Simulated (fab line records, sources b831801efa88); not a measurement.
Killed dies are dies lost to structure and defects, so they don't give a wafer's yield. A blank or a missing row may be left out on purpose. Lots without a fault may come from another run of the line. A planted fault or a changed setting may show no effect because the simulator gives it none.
Which tool did it? | flow sky130 | 14 lots, 42 wafers sampled, at 5 steps of a route of 708

WHAT THE GAUGES READ, wafer by wafer
SKY_NWELL_TW_MEAS_26.
lot  | measured     | on            | NWELL_2_TW
L211 | day 5 12:53  | film_metro-01 | 498 497 495
L212 | day 5 22:18  | film_metro-04 | 494 496 496
L213 | day 6 04:14  | film_metro-04 | 493 493 492
L215 | day 6 10:35  | film_metro-04 | 490 493 494
L216 | day 6 18:56  | film_metro-04 | 492 494 495
L217 | day 7 03:23  | film_metro-04 | 495 494 496
L218 | day 7 10:05  | film_metro-03 | 501 503 506
L219 | day 7 12:20  | film_metro-04 | 495 495 496
L220 | day 7 20:31  | film_metro-03 | 765 769 758
L224 | day 8 19:10  | film_metro-04 | 493 493 491
L227 | day 9 17:25  | film_metro-03 | 769 769 771
L229 | day 10 04:25 | film_metro-03 | 503 507 506
L230 | day 10 09:08 | film_metro-01 | 497 494 493
L231 | day 10 11:47 | film_metro-03 | 505 505 508

SKY_POLY_GATE_OVL_MEAS_14.
lot  | measured     | on         | POLY_GATE_OVL (nm)
L211 | day 16 18:39 | overlay-02 | 4 4 8
L212 | day 17 06:47 | overlay-02 | -5 -8 0
L213 | day 18 01:30 | overlay-01 | -4 0 0
L215 | day 18 00:46 | overlay-01 | 2 4 4
L216 | day 18 10:16 | overlay-01 | 2 1 -1
L217 | day 19 04:58 | overlay-02 | -5 0 -7
L218 | day 19 05:19 | overlay-01 | 8 14 4
L219 | day 19 12:46 | overlay-01 | 1 -2 1
L220 | day 20 01:48 | overlay-01 | 11 15 14
L224 | day 21 11:46 | overlay-02 | 10 3 9
L227 | day 22 23:16 | overlay-02 | 6 8 0
L229 | day 23 11:27 | overlay-01 | 7 -1 5
L230 | day 23 13:52 | overlay-01 | 14 1 1
L231 | day 23 15:22 | overlay-02 | 8 8 2

WHICH TOOL RAN EACH LOT (tool, then ch and the chambers of the sampled wafers, then the start)
lot  | SKY_NWELL_COAT_05                | SKY_NWELL_STRIP_14                  | SKY_VT_ADJUST_HVTP_STRIP_10
L211 | litho_track-04 ch 0, day 4 09:13 | plasma_asher-04 ch 0,1, day 4 18:37 | plasma_asher-04 ch 0,1, day 6 07:51
L212 | litho_track-01 ch 0, day 4 18:14 | plasma_asher-04 ch 0,1, day 5 03:17 | plasma_asher-04 ch 0,1, day 6 17:12
L213 | litho_track-03 ch 0, day 4 23:31 | plasma_asher-01 ch 0,1, day 5 09:07 | plasma_asher-04 ch 0,1, day 6 23:20
L215 | litho_track-03 ch 0, day 5 06:43 | plasma_asher-01 ch 0,1, day 5 16:19 | plasma_asher-03 ch 0,1, day 7 06:47
L216 | litho_track-01 ch 0, day 5 14:35 | plasma_asher-01 ch 0,1, day 6 00:23 | plasma_asher-03 ch 0,1, day 7 15:02
L217 | litho_track-04 ch 0, day 5 22:47 | plasma_asher-01 ch 0,1, day 6 08:28 | plasma_asher-04 ch 0,1, day 8 00:09
L218 | litho_track-01 ch 0, day 6 04:11 | plasma_asher-01 ch 0,1, day 6 13:59 | plasma_asher-03 ch 0,1, day 8 06:12
L219 | litho_track-01 ch 0, day 6 06:35 | plasma_asher-01 ch 0,1, day 6 16:50 | plasma_asher-03 ch 0,1, day 8 08:43
L220 | litho_track-01 ch 0, day 6 13:47 | plasma_asher-04 ch 0,1, day 7 00:04 | plasma_asher-02 ch 0,1, day 8 17:21
L224 | litho_track-04 ch 0, day 7 11:30 | plasma_asher-03 ch 0,1, day 7 21:53 | plasma_asher-03 ch 0,1, day 9 15:47
L227 | litho_track-01 ch 0, day 8 09:52 | plasma_asher-03 ch 0,1, day 8 20:41 | plasma_asher-03 ch 0,1, day 10 16:17
L229 | litho_track-04 ch 0, day 8 17:48 | plasma_asher-03 ch 0,1, day 9 05:46 | plasma_asher-03 ch 0, day 11 03:34
L230 | litho_track-04 ch 0, day 8 23:51 | plasma_asher-03 ch 0,1, day 9 10:38 | plasma_asher-02 ch 0,1, day 11 07:43
L231 | litho_track-04 ch 0, day 9 02:23 | plasma_asher-03 ch 0,1, day 9 13:38 | plasma_asher-04 ch 0,1, day 11 10:49
- SKY_NWELL_COAT_05: resist thk 3000 nm.
- SKY_NWELL_STRIP_14: strips in O2/N2.
- SKY_VT_ADJUST_HVTP_STRIP_10: strips in O2/N2.

WHAT THE TOOLS THEMSELVES READ (means of the sampled wafers that have a number; where no wafer has one, the mark that the record gives instead)
SKY_NWELL_STRIP_14.
lot  | tool            | drypump_motor_current_A (A) | n2_flow_sccm (sccm) | oes_product_au (a.u.) | strip_time_to_endpoint_s (s)
L211 | plasma_asher-04 | 5.4                         | 300.0               | 0.724                 | 37.16
L212 | plasma_asher-04 | 5.4                         | 300.6               | 0.720                 | 36.95
L213 | plasma_asher-01 | 5.7                         | 299.5               | 0.719                 | 37.09
L215 | plasma_asher-01 | 5.8                         | 300.9               | 0.726                 | 37.20
L216 | plasma_asher-01 | 5.8                         | 300.2               | 0.720                 | 37.01
L217 | plasma_asher-01 | 5.8                         | 299.7               | 0.719                 | 36.84
L218 | plasma_asher-01 | 5.8                         | 299.5               | 0.722                 | 36.99
L219 | plasma_asher-01 | 5.8                         | 299.6               | 0.723                 | 37.01
L220 | plasma_asher-04 | 5.4                         | 299.4               | 0.709                 | 11.49
L224 | plasma_asher-03 | 5.7                         | 300.3               | 0.726                 | 36.93
L227 | plasma_asher-03 | 5.7                         | 300.8               | 0.710                 | 11.48
L229 | plasma_asher-03 | 5.8                         | 299.7               | 0.719                 | 36.93
L230 | plasma_asher-03 | 5.3                         | 299.9               | 0.723                 | 36.94
L231 | plasma_asher-03 | 5.3                         | 299.5               | 0.721                 | 36.99

SKY_VT_ADJUST_HVTP_STRIP_10.
lot  | tool            | drypump_motor_current_A (A) | n2_flow_sccm (sccm) | oes_product_au (a.u.) | strip_time_to_endpoint_s (s)
L211 | plasma_asher-04 | 5.4                         | 299.6               | 0.716                 | 14.20
L212 | plasma_asher-04 | 5.3                         | 300.2               | 0.720                 | 14.20
L213 | plasma_asher-04 | 5.3                         | 299.8               | 0.716                 | 14.13
L215 | plasma_asher-03 | 5.3                         | 299.7               | 0.715                 | 14.20
L216 | plasma_asher-03 | 5.7                         | 300.4               | 0.713                 | 14.20
L217 | plasma_asher-04 | 5.4                         | 298.6               | 0.718                 | 14.18
L218 | plasma_asher-03 | 5.7                         | 301.2               | 0.717                 | 14.15
L219 | plasma_asher-03 | 5.4                         | 300.4               | 0.717                 | 14.16
L220 | plasma_asher-02 | 4.8                         | 300.8               | 0.716                 | 14.21
L224 | plasma_asher-03 | 5.7                         | 300.8               | 0.714                 | 14.12
L227 | plasma_asher-03 | 5.7                         | 300.1               | 0.717                 | 14.13
L229 | plasma_asher-03 | 6.1                         | 299.5               | 0.720                 | 14.17
L230 | plasma_asher-02 | 4.8                         | 299.1               | 0.718                 | 14.18
L231 | plasma_asher-04 | 5.4                         | 300.1               | 0.719                 | 14.16

THE ANSWER, worked out from the rows above alone
Rule: what is usual is taken from the lots themselves. Put in order of their means at a reading, lots are off if they are a third of the lots or fewer, leave a main group of 4 or more, and stand apart from it by a gap of 3 or more times the standard deviation of the main group's means; of several such gaps the widest counts. A main group whose means are all the same, to the digits that the tables above print for the reading, isn't used. A lot without any number at a reading at which 4 lots or more have one is off too. The other lots that the step has rows for count as sound. The gauges are gone through in route order, then the tools' own readings, and for those a lot's mean is taken as printed above. The first step at which some lot is off is used, and at that step the reading that is off furthest; a lot without a number counts as furthest.
Off: L220, L227, at SKY_NWELL_TW_MEAS_26 (NWELL_2_TW). The main group: mean 497, standard deviation 4.8.
A tool fits if, at a process step before that reading, it ran every lot that is off, and no sound lot after the first of them. The gauges at SKY_NWELL_TW_MEAS_26 aren't tried: what is off there is off at SKY_NWELL_STRIP_14 too, on other tools, and a gauge's error can't cause that. One fits: litho_track-01 at SKY_NWELL_COAT_05. Its last sound lot is L219 (day 6 06:35), its first lot that is off L220 (day 6 13:47): a fault that began between those two fits.

WHAT THE SIMULATOR HAD PUT IN
Process parameter drift: litho_track-01, from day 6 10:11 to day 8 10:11, at SKY_NWELL_COAT_05. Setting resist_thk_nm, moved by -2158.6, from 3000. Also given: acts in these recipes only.
Lots struck among those shown: L220, L227. The rule above found the same.
